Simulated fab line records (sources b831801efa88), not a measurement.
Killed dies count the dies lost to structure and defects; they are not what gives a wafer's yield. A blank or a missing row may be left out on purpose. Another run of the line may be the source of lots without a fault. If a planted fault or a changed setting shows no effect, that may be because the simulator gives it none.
What tool caused it? -- flow gf180mcu -- 13 lots, 39 wafers sampled, at 6 steps of a route of 602

WHAT THE GAUGES SHOWED, per wafer
GF_DNWELL_TW_MEAS_09.
lot,measured,on,DNWELL_TW
L761,day 3 00:35,film metro-04,1361 1358 1361
L762,day 3 04:50,film metro-03,1330 1326 1331
L763,day 3 10:15,film metro-01,1397 1404 1393
L764,day 3 18:02,film metro-03,1328 1335 1333
L765,day 3 20:51,film metro-03,1334 1333 1330
L768,day 4 13:48,film metro-04,1361 1357 1362
L769,day 4 20:34,film metro-04,1368 1360 1354
L770,day 5 00:29,film metro-01,1398 1389 1397
L772,day 5 11:35,film metro-01,1401 1396 1399
L773,day 5 15:59,film metro-04,1361 1357 1360
L775,day 6 10:10,film metro-03,1340 1344 1327
L778,day 7 01:06,film metro-01,1398 1399 1389
L780,day 7 04:19,film metro-01,1397 1393 1395

GF_MVPSD_TW_MEAS_11.
lot,measured,on,MVPSD_TW
L761,day 5 06:26,film metro-03,545 548 548
L762,day 5 12:07,film metro-04,557 559 557
L763,day 5 16:56,film metro-04,555 559 558
L764,day 6 01:08,film metro-04,560 563 562
L765,day 6 04:02,film metro-04,564 564 564
L768,day 6 22:56,film metro-04,562 562 559
L769,day 7 06:23,film metro-03,551 548 549
L770,day 7 11:29,film metro-03,550 549 549
L772,day 8 00:29,film metro-02,552 549 551
L773,day 8 05:25,film metro-04,559 559 561
L775,day 9 03:54,film metro-04,559 558 558
L778,day 9 20:53,film metro-04,545 548 547
L780,day 10 00:44,film metro-03,533 538 535

GF_VT_IMPLANT_OVL_MEAS_07.
lot,measured,on,VT_IMPLANT_OVL (nm)
L761,day 5 19:49,overlay-02,1.5 1.5 2.2
L762,day 6 02:00,overlay-02,3.0 1.5 2.5
L763,day 6 06:21,overlay-01,0.8 1.0 0.4
L764,day 6 15:14,overlay-02,1.0 2.8 2.8
L765,day 6 18:46,overlay-01,2.2 0.9 3.4
L768,day 7 14:14,overlay-01,-0.1 0.5 1.8
L769,day 7 21:47,overlay-02,1.3 0.8 2.3
L770,day 8 03:07,overlay-02,2.6 2.2 1.6
L772,day 8 16:43,overlay-01,-1.1 -0.6 0.6
L773,day 8 22:01,overlay-02,2.1 2.2 3.9
L775,day 9 20:31,overlay-02,4.2 4.6 3.9
L778,day 10 14:43,overlay-01,2.9 0.2 0.0
L780,day 10 19:11,overlay-01,-0.1 0.7 0.4

GF_VT_IMPLANT_RS_MEAS_49: the measuring method here is four-point-probe.
lot,measured,on,MVPSD_RS (ohm/sq)
L761,day 7 17:55,film metro-03,1175 1171 1173
L762,day 8 00:37,film metro-04,1171 1170 1168
L763,day 8 05:51,film metro-02,1166 1168 1163
L764,day 8 15:16,film metro-02,1160 1163 1163
L765,day 8 20:58,film metro-03,1161 1160 1163
L768,day 9 18:24,film metro-04,1169 1173 1173
L769,day 10 02:25,film metro-03,1171 1170 1168
L770,day 10 08:02,film metro-03,1170 1171 1169
L772,day 10 21:46,film metro-04,1169 1168 1168
L773,day 11 05:34,film metro-03,1168 1168 1169
L775,day 12 03:43,film metro-03,1170 1174 1168
L778,day 12 23:38,film metro-03,1277 1275 1278
L780,day 13 04:21,film metro-03,1281 1286 1283

EACH LOT AND THE TOOL THAT RAN IT (in order: tool; ch and the chambers of the sampled wafers; start)
lot,GF_STI_ETCH_14,GF_MVPSD_IMPLANT_09
L761,"rie si-01 ch 0,1, day 2 07:14","implanter-01 ch 0, day 5 06:13"
L762,"rie si-01 ch 0,3, day 2 11:52","implanter-03 ch 0, day 5 11:52"
L763,"rie si-02 ch 0,1,2, day 2 17:55","implanter-01 ch 0, day 5 16:41"
L764,"rie si-01 ch 0,1, day 2 23:46","implanter-01 ch 0, day 6 00:55"
L765,"rie si-02 ch 0,3, day 3 03:01","implanter-01 ch 0, day 6 03:47"
L768,"rie si-02 ch 0,2,3, day 3 18:23","implanter-03 ch 0, day 6 22:41"
L769,"rie si-02 ch 1,2, day 4 00:35","implanter-02 ch 0, day 7 06:09"
L770,"rie si-01 ch 1,3, day 4 05:47","implanter-01 ch 0, day 7 11:14"
L772,"rie si-02 ch 1,2,3, day 4 16:02","implanter-02 ch 0, day 8 00:14"
L773,"rie si-01 ch 0,1, day 4 21:23","implanter-03 ch 0, day 8 05:10"
L775,"rie si-01 ch 1,2,3, day 5 06:16","implanter-03 ch 0, day 9 03:41"
L778,"rie si-01 ch 0,2,3, day 5 23:23","implanter-03 ch 0, day 9 20:38"
L780,"rie si-01 ch 0,3, day 6 07:23","implanter-03 ch 0, day 10 00:29"
- GF_STI_ETCH_14: etches Si in HBr/Cl2/O2, target depth 360 nm, time 102.9 s.
- GF_MVPSD_IMPLANT_09

WHAT THE TOOLS THEMSELVES READ (means of the sampled wafers that have a number; where no wafer has one, the mark that the record gives instead)
GF_STI_ETCH_14.
lot,tool,drypump motor current A (A),oes product au (a.u.),throttle valve pct (%)
L761,rie si-01,6.2,0.996,25.665
L762,rie si-01,6.1,1.003,25.660
L763,rie si-02,5.4,0.995,25.655
L764,rie si-01,6.2,1.006,25.664
L765,rie si-02,5.7,0.996,25.658
L768,rie si-02,5.5,1.004,25.654
L769,rie si-02,5.2,0.993,25.664
L770,rie si-01,6.1,0.993,25.669
L772,rie si-02,5.4,0.999,25.649
L773,rie si-01,6.2,0.997,25.665
L775,rie si-01,6.3,0.999,25.666
L778,rie si-01,6.3,0.999,25.650
L780,rie si-01,6.0,1.005,25.657

GF_MVPSD_IMPLANT_09.
lot,tool,dose ions cm2,faraday current uA
L761,implanter-01,5e+12,28.4
L762,implanter-03,5e+12,27.9
L763,implanter-01,5e+12,28.1
L764,implanter-01,5e+12,28.4
L765,implanter-01,5e+12,28.5
L768,implanter-03,5e+12,28.5
L769,implanter-02,5e+12,28.4
L770,implanter-01,5e+12,28.0
L772,implanter-02,5e+12,27.9
L773,implanter-03,5e+12,28.2
L775,implanter-03,5e+12,28.4
L778,implanter-03,3e+12,16.0
L780,implanter-03,3e+12,16.1

THE ANSWER, worked out from the rows above alone
Rule: the lots themselves supply what counts as usual. Put in order of their means at a reading, lots are off if they are a third of the lots or fewer, leave a main group of 4 or more, and stand apart from it by a gap of 3 or more times the standard deviation of the main group's means; of several such gaps the widest counts. A main group whose means are all the same, to the digits that the tables above print for the reading, isn't used. Also off: a lot with no number at a reading for which 4 or more lots have one. The other lots that the step has rows for count as sound. The gauges are gone through in route order, then the tools' own readings, and for those a lot's mean is taken as printed above. At the first step where some lot is off, the reading lying furthest off is the one used; lots without a number count as furthest.
Off: at GF_VT_IMPLANT_RS_MEAS_49 (MVPSD_RS), L778, L780. For the main group the mean is 1168 ohm/sq and the standard deviation 3.6.
A tool fits if, at a process step before that reading, it ran every lot that is off, and no sound lot after the first of them. The gauges at GF_VT_IMPLANT_RS_MEAS_49 aren't tried: what is off there is off at GF_MVPSD_IMPLANT_09 too, on other tools, and a gauge's error can't cause that. 2 tools fit, rie si-01 at GF_STI_ETCH_14 and implanter-03 at GF_MVPSD_IMPLANT_09, so this cannot tell which one it is.

WHAT HAD BEEN PUT IN BY THE SIMULATOR
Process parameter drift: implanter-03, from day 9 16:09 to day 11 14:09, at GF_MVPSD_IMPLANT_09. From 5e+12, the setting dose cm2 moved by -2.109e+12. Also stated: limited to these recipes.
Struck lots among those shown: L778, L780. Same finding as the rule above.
